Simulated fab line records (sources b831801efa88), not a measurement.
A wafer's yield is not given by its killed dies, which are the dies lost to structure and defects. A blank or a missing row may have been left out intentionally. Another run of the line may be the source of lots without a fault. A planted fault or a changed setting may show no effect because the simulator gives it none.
Chamber matching ; flow gf180mcu ; GF_PASSIVATION_CVD_00 on pecvd-04 has 3 sister chambers
The step deposits SiO2 from TEOS, target thk 1000 nm, time 111.95 s. 22 wafers are shown with their chamber, then 11 later ones without.

EACH WAFER AND ITS CHAMBER
wafer;chamber;heater_power_w (W)
L074.3;0;620
L074.4;0;650
L074.5;1;837
L075.1;0;630
L075.4;0;511
L075.5;1;780
L076.2;2;704
L076.5;0;514
L076.6;1;684
L077.1;0;637
L077.5;2;576
L077.6;1;779
L083.1;1;823
L083.2;2;630
L083.5;2;680
L084.3;2;675
L084.5;0;629
L084.6;1;793
L086.2;0;579
L086.4;2;562
L086.5;0;626
L092.2;2;690

SIGNATURES (averages over the wafers above)
reading;chamber 0;chamber 1;chamber 2;scatter within a chamber
heater_power_w;599.56;782.67;645.29;54.5
Rule: for each reading, subtract the chamber's mean from the wafer's reading, divide by that reading's scatter and square the result; add these up over the readings and take the root, which gives the wafer's distance from the chamber. The wafer belongs to the nearest chamber; if the next one is less than 2 further off, it can't be placed. How the scatter is found: for the shown wafers, subtract from each reading the mean of its chamber, square and add these, divide the total by (wafers less chambers), then take the root.

WAFERS WHOSE CHAMBER IS MISSING
wafer;heater_power_w (W)
L092.4;797
L092.5;569
L093.1;840
L093.2;663
L093.6;669
L096.3;522
L096.4;576
L096.6;692
L097.2;678
L097.3;603
L097.6;669

EACH ONE'S CHAMBER
wafer;from the rows above;in truth
L092.4;1;1
L092.5;can't be placed: 0 or 2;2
L093.1;1;1
L093.2;can't be placed: 2 or 0 or 1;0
L093.6;can't be placed: 2 or 0 or 1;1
L096.3;can't be placed: 0 or 2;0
L096.4;can't be placed: 0 or 2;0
L096.6;can't be placed: 2 or 1 or 0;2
L097.2;can't be placed: 2 or 0 or 1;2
L097.3;can't be placed: 0 or 2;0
L097.6;can't be placed: 2 or 0 or 1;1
Placed correctly: 2 of 11. Not placeable from these rows: 9 (in 9, the candidates include the true chamber). Placed wrongly: 0.
